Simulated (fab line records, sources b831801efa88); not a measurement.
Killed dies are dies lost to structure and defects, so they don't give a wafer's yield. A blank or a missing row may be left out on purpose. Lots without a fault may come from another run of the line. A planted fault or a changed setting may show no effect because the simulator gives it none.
A struck lot beside a sound one | flow sfq_line | 14 steps out of a route of 325
Sound: wafers L683.2, L683.3, L683.5. Struck: wafers L686.2, L686.3, L686.6. The cause comes at the end.
At each step with rows: each side's tool, then ch and its chambers, then its first start. Under that, the readings that differ: sound wafers | struck wafers | difference of the means | sigmas: that difference in standard deviations of wafers without a fault.
alike: readings whose means differ by less than 2 such deviations, and words and numbers that are the same on both sides. not compared: withheld readings, readings that some wafer has no value for, bounds like >300 that may hide the same value, and numbers for which the record gives no deviation and whose values overlap.
The two part at a step that has a row with sigmas, a row that says differs or no value, or rows on one side only. Numbers that don't overlap but have no deviation are shown without sigmas and don't part them. A reading that every wafer of one side lacks parts them only if that side has two wafers or more.

first, 6 steps without rows for these wafers: SFQ_TRILAYER_M1_LITHO_COAT_044 (resist thk 61.27 nm); SFQ_TRILAYER_M1_LITHO_COAT_039 (resist thk 600 nm); SFQ_TRILAYER_M1_LITHO_SOFTBAKE_043; SFQ_TRILAYER_M1_LITHO_EXPOSE_040 (exposes mask M1, target cd 500 nm); SFQ_TRILAYER_M1_LITHO_PEB_042 (peb time 60 s); SFQ_TRILAYER_M1_LITHO_DEVELOP_041 (time 60 s).
SFQ_M1_OVL_MEAS_911:
  sound on overlay-02, day 29 16:05; struck on overlay-01, day 30 07:49
  alike: M1_OVL
SFQ_TRILAYER_M1_BARC_OPEN_METAL_ETCH_054: etches BARC in O2, target depth 125 nm, time 41.7 s.
  sound on rie_metal-04 ch 0,1, day 29 16:07; struck on rie_metal-01 ch 0,1, day 30 07:50
  alike: drypump_motor_current_A, oes_product_au
  not compared: rf_hours_counter_h
SFQ_TRILAYER_M1_ETCH_METAL_ETCH_042: etches Nb in Cl2/Ar, stops on SiO2, target depth 240 nm, time 120 s.
  sound on rie_metal-04 ch 0,1, day 29 16:11; struck on rie_metal-01 ch 0,1, day 30 07:54
  alike: drypump_motor_current_A, oes_product_au
  not compared: rf_hours_counter_h
SFQ_TRILAYER_M1_STRIP_STRIP_043: strips in O2.
  sound on rie_metal-04 ch 0,1, day 29 16:18; struck on rie_metal-01 ch 0,1, day 30 08:02
  alike: drypump_motor_current_A, oes_product_au
  not compared: rf_hours_counter_h
then, 1 step without rows for these wafers: SFQ_TRILAYER_M1_STRIP_SOLV_CLEAN_044 (cleans in NMP, time 600 s).
SFQ_TRILAYER_I1_DEP_PECVD_045: deposits SiO2 from SiH4/N2O, time 111.11 s, target thk 500 nm.
  sound on pecvd-01 ch 0,1, day 29 17:05; struck on pecvd-01 ch 0,2, day 30 08:48
  alike: chamber_pressure_Torr, heater_power_w, throttle_valve_pct
SFQ_TRILAYER_I1_CMP_CMP_046: polishes SiO2.
  sound on cmp-02 ch 0,2,3, day 29 17:10; struck on cmp-02 ch 0,1,2, day 30 11:47
  reading                | sound             | struck            | difference | sigmas
  platen_rpm (rpm)       | 60.04 60.05 59.98 | 66.03 66.00 66.00 | +5.99      | +99 or more
  time_to_endpoint_s (s) | 203 204 219       | 184 193 191       | -19        | -3
  alike: motor_current_A, slurry_filter_dp_kPa
SFQ_I1_BOW_MEAS_912:
  sound on film_metro-03, day 29 20:11; struck on film_metro-03, day 30 14:18
  alike: I1_BOW

WHERE THEY PART
Only at SFQ_TRILAYER_I1_CMP_CMP_046, within this record. Later steps at which nothing parts them and some readings are alike: SFQ_I1_BOW_MEAS_912.

WHY: what the simulator had put in
Process parameter drift: cmp-02, from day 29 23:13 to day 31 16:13, at SFQ_TRILAYER_I1_CMP_CMP_046. Setting platen_rpm, moved by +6, from 60. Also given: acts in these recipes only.
